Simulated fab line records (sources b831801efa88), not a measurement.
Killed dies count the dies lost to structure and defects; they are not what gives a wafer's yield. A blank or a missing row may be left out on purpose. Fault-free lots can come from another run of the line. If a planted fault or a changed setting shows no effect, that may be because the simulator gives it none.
Which of the tools did it? | flow sky130 | 13 lots, 39 wafers sampled, at 2 steps of a route of 708

## WHAT THE GAUGES READ, wafer by wafer
SKY_FIELD_ISO_THK_MEAS_23. Usual: for FIELD_ISO_OXIDATION_01_THK the level is 10.03 nm and the standard deviation is 0.21.
lot  | measured    | on            | FIELD_ISO_OXIDATION_01_THK (nm) | flag
L230 | day 2 07:04 | film metro-03 | 9.95 10.04 9.83                 |
L231 | day 2 11:14 | film metro-03 | 10.19 9.96 10.07                |
L234 | day 3 04:48 | film metro-01 | 10.44 10.45 10.24               |
L235 | day 3 12:44 | film metro-02 | 10.44 10.19 10.36               |
L237 | day 3 20:28 | film metro-03 | 9.94 9.75 9.96                  |
L238 | day 3 23:15 | film metro-03 | 10.06 10.13 10.01               |
L239 | day 4 06:54 | film metro-01 | 9.85 9.87 9.93                  |
L247 | day 6 04:02 | film metro-03 | 10.07 9.86 9.74                 |
L248 | day 6 04:34 | film metro-01 | 10.22 10.07 10.27               |
L250 | day 6 15:08 | film metro-03 | 9.77 9.88 9.70                  |
L251 | day 6 19:25 | film metro-02 | 10.00 9.99 9.90                 |
L252 | day 7 01:05 | film metro-01 | 10.52 10.47 10.39               |
L253 | day 7 06:58 | film metro-01 | 9.66 9.81 9.71                  |

## WHAT TOOL EACH LOT RAN ON (gives the tool, then ch and the chambers of the sampled wafers, and finally the start)
lot  | SKY_FIELD_ISO_STRIP_16
L230 | plasma asher-02 ch 0,1, day 2 05:16
L231 | plasma asher-01 ch 0, day 2 09:34
L234 | plasma asher-02 ch 0,1, day 3 01:49
L235 | plasma asher-04 ch 0,1, day 3 09:21
L237 | plasma asher-01 ch 0,1, day 3 18:22
L238 | plasma asher-02 ch 0,1, day 3 21:38
L239 | plasma asher-02 ch 0,1, day 4 05:05
L247 | plasma asher-01 ch 0,1, day 6 02:25
L248 | plasma asher-02 ch 0,1, day 6 02:46
L250 | plasma asher-04 ch 0, day 6 12:57
L251 | plasma asher-02 ch 0, day 6 17:48
L252 | plasma asher-04 ch 0,1, day 6 23:06
L253 | plasma asher-01 ch 0,1, day 7 05:21
- SKY_FIELD_ISO_STRIP_16: strips in O2/N2.

## WHAT THE TOOLS THEMSELVES READ (means of the sampled wafers that have a number; where no wafer has one, the mark that the record gives instead)
SKY_FIELD_ISO_STRIP_16. Usual: drypump motor current A 6.0 A, standard deviation 0.45; oes product au 0.378 a.u., standard deviation 0.0049; strip time to endpoint s 3.56 s, standard deviation 0.031.
lot  | tool            | drypump motor current A (A) | oes product au (a.u.) | strip time to endpoint s (s) | flag
L230 | plasma asher-02 | 5.9                         | 0.375                 | 3.52                         |
L231 | plasma asher-01 | 6.7                         | 0.379                 | 3.56                         |
L234 | plasma asher-02 | 5.9                         | 0.379                 | 3.56                         |
L235 | plasma asher-04 | 6.1                         | 0.376                 | 3.57                         |
L237 | plasma asher-01 | 6.4                         | 0.380                 | 3.57                         |
L238 | plasma asher-02 | 5.9                         | 0.376                 | 3.56                         |
L239 | plasma asher-02 | 5.7                         | 0.375                 | 3.58                         |
L247 | plasma asher-01 | 6.4                         | 0.384                 | 3.59                         |
L248 | plasma asher-02 | 5.9                         | 0.376                 | 3.55                         |
L250 | plasma asher-04 | 5.9                         | 0.372                 | 3.50                         |
L251 | plasma asher-02 | 5.4                         | 0.381                 | 3.54                         |
L252 | plasma asher-04 | 6.1                         | 0.380                 | 3.57                         |
L253 | plasma asher-01 | 6.4                         | 0.380                 | 3.57                         |

## THE ANSWER, worked out from the rows above alone
Rule: a lot counts as off when the mean over its wafers that have a number is more than 3 standard deviations away from the usual mean. A lot without any number at a reading at which 4 lots or more have one is off too. The other lots that the step has rows for count as sound. The gauges are gone through in route order, then the tools' own readings, and for those a lot's mean is taken as printed above. At the first step where some lot is off, the reading lying furthest off is the one used; lots without a number count as furthest.
Across all readings shown, no lot is off: no conclusion can be drawn from this.

## WHAT WAS PUT IN BY THE SIMULATOR
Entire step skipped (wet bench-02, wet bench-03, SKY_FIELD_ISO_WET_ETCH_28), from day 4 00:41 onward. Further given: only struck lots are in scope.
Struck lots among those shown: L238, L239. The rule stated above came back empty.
